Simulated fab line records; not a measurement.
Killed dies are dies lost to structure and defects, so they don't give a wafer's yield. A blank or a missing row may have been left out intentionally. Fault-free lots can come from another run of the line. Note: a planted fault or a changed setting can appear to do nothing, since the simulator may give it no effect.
Comparing a struck lot with a sound one | flow gf180mcu | 26 steps out of a route of 602
Sound: these wafers, L811.1, L811.2, L811.6. Struck: wafers L815.1, L815.6. (L815.3 of the same lot was not struck and is left out.) The cause comes at the end.
For every step that has rows: the tool of each side, followed by ch and its chambers, followed by its first start. Under that, the readings that differ: sound wafers | struck wafers | difference of the means | sigmas: that difference in standard deviations of wafers without a fault.
alike: readings with means less than 2 such deviations apart, plus words and numbers identical on both sides. not compared: withheld readings, readings lacking a value on some wafer, bounds such as >300 that could conceal the same value, and numbers that have no deviation in the record and whose values overlap.
Wherever a step has rows on one side only, a row that says differs or no value, or a row with sigmas, the two part there. Non-overlapping numbers with no deviation appear without sigmas and do not part them. Lack of a reading on every wafer of one side parts them only where that side has two or more wafers.

first, 6 steps without rows for these wafers: GF_TOP_METAL_HMDS_08 (prime time 60 s); GF_TOP_METAL_COAT_09 (resist thk 1500 nm); GF_TOP_METAL_SOFTBAKE_10 (time 60 s); GF_TOP_METAL_EXPOSE_11 (exposes mask MetalTop, target cd 440 nm); GF_TOP_METAL_PEB_12; GF_TOP_METAL_DEVELOP_13 (develop time 60 s).
GF_TOP_METAL_CD_MEAS_14: target cd 440 nm.
  sound on cd-sem-02 at day 29 00:13; struck on cd-sem-01 at day 29 23:03
  alike: cd-nm
GF_TOP_METAL_OVL_MEAS_15:
  sound on overlay-02 at day 29 00:20; struck on overlay-01 at day 29 23:10
  alike: TOP_METAL_OVL
GF_TOP_METAL_METAL_ETCH_16: etches the open film in Cl2/BCl3, stops on SiO2, target depth 1077.5 nm, time 179.6 s.
  sound on rie-metal-01 ch 0,1, day 29 00:23; struck on rie-metal-04 ch 1, day 29 23:13
  reading               | sound             | struck      | difference | sigmas
  bcl3-flow-sccm (sccm) | 39.84 40.03 39.86 | 40.13 40.38 | +0.34      | +3
  alike: bias-w, drypump-motor-current-A, oes-product-au, rf-fwd-power-W, throttle-valve-pct
  not compared: rf-hours-counter-h
GF_TOP_METAL_STRIP_17: strips in O2/N2.
  sound on plasma-asher-04 ch 0,1, day 29 00:33; struck on plasma-asher-03 ch 0,1, day 29 23:23
  alike: drypump-motor-current-A, heater-power-w, oes-product-au, strip-time-to-endpoint-s
  not compared: rf-hours-counter-h
then, 2 steps without rows for these wafers: GF_TOP_METAL_STRIP_18 (strips in post etch residue remover, time 1200 s); GF_TOP_METAL_CLEAN_19 (cleans in DIW).
GF_PASSIVATION_CVD_00: deposits SiO2 from TEOS, target thk 1000 nm, time 111.95 s.
  sound on pecvd-03 ch 0,1,2, day 29 01:05; struck on pecvd-02 ch 1,2, day 29 23:55
  reading                                      | sound            | struck      | difference | sigmas
  model.SiO2_of_PASSIVATION_CVD_00.thk-nm (nm) | 988.7 990.3 1001 | 828.5 844.4 | -156.9     |
  alike: heater-power-w, rf-fwd-power-W
GF_PASSIVATION_THK_MEAS_01:
  sound on film-metro-03 at day 29 01:11; struck on film-metro-02 at day 29 23:59
  reading                     | sound        | struck  | difference | sigmas
  PASSIVATION_CVD_00_THK (nm) | 988 990 1002 | 829 844 | -157       | -11
GF_PASSIVATION_CVD_02: deposits Si3N4, target thk 700 nm, time 486.18 s.
  sound on pecvd-04 ch 0,1, day 29 01:15; struck on pecvd-03 ch 1,2, day 30 00:03
  alike: heater-power-w, rf-fwd-power-W
GF_PASSIVATION_THK_MEAS_03:
  sound on film-metro-02 at day 29 01:41; struck on film-metro-04 at day 30 00:20
  alike: PASSIVATION_CVD_02_THK
then, 7 steps without rows for these wafers: GF_PASSIVATION_DEHYDRATE_04 (time 60 s); GF_PASSIVATION_HMDS_05 (prime time 60 s); GF_PASSIVATION_COAT_06 (resist thk 4000 nm); GF_PASSIVATION_SOFTBAKE_07; GF_PASSIVATION_EXPOSE_08 (exposes mask Pad, target cd 40000 nm); GF_PASSIVATION_PEB_09; GF_PASSIVATION_DEVELOP_10 (develop time 60 s).
GF_PASSIVATION_ETCH_11: etches the open film in CF4/O2, stops on TiN, target depth 1800 nm, time 400 s.
  sound on rie-diel-04 ch 1,2, day 29 19:58; struck on rie-diel-01 ch 0,2, day 30 18:28
  reading                                 | sound             | struck      | difference | sigmas
  oes-product-au (a.u.)                   | 0.969 0.949 0.970 | 0.909 0.911 | -0.053     | -7
  model.etch.depth-nm (nm)                | 1684 1681 1705    | 1526 1554   | -150       |
  model.PASSIVATION.feature-depth-nm (nm) | 1684 1681 1705    | 1526 1554   | -150       |
  alike: bias-w, drypump-motor-current-A, rf-fwd-power-W, throttle-valve-pct
  not compared: rf-hours-counter-h
GF_PASSIVATION_STRIP_12: strips in O2/N2.
  sound on plasma-asher-02 ch 0,1, day 29 20:12; struck on plasma-asher-04 ch 0,1, day 30 18:42
  reading                     | sound       | struck  | difference | sigmas
  drypump-motor-current-A (A) | 6.2 6.2 6.2 | 5.7 5.2 | -0.8       | -2
  alike: heater-power-w, oes-product-au, strip-time-to-endpoint-s
  not compared: rf-hours-counter-h
GF_PASSIVATION_PROBE_99:
  sound wafers here have rows in the record (prober-02, day 29 21:55); struck ones have none

WHERE THEY PART
At GF_TOP_METAL_METAL_ETCH_16 first; at GF_PASSIVATION_PROBE_99 last (within this record only).

WHY: what had been put in by the simulator
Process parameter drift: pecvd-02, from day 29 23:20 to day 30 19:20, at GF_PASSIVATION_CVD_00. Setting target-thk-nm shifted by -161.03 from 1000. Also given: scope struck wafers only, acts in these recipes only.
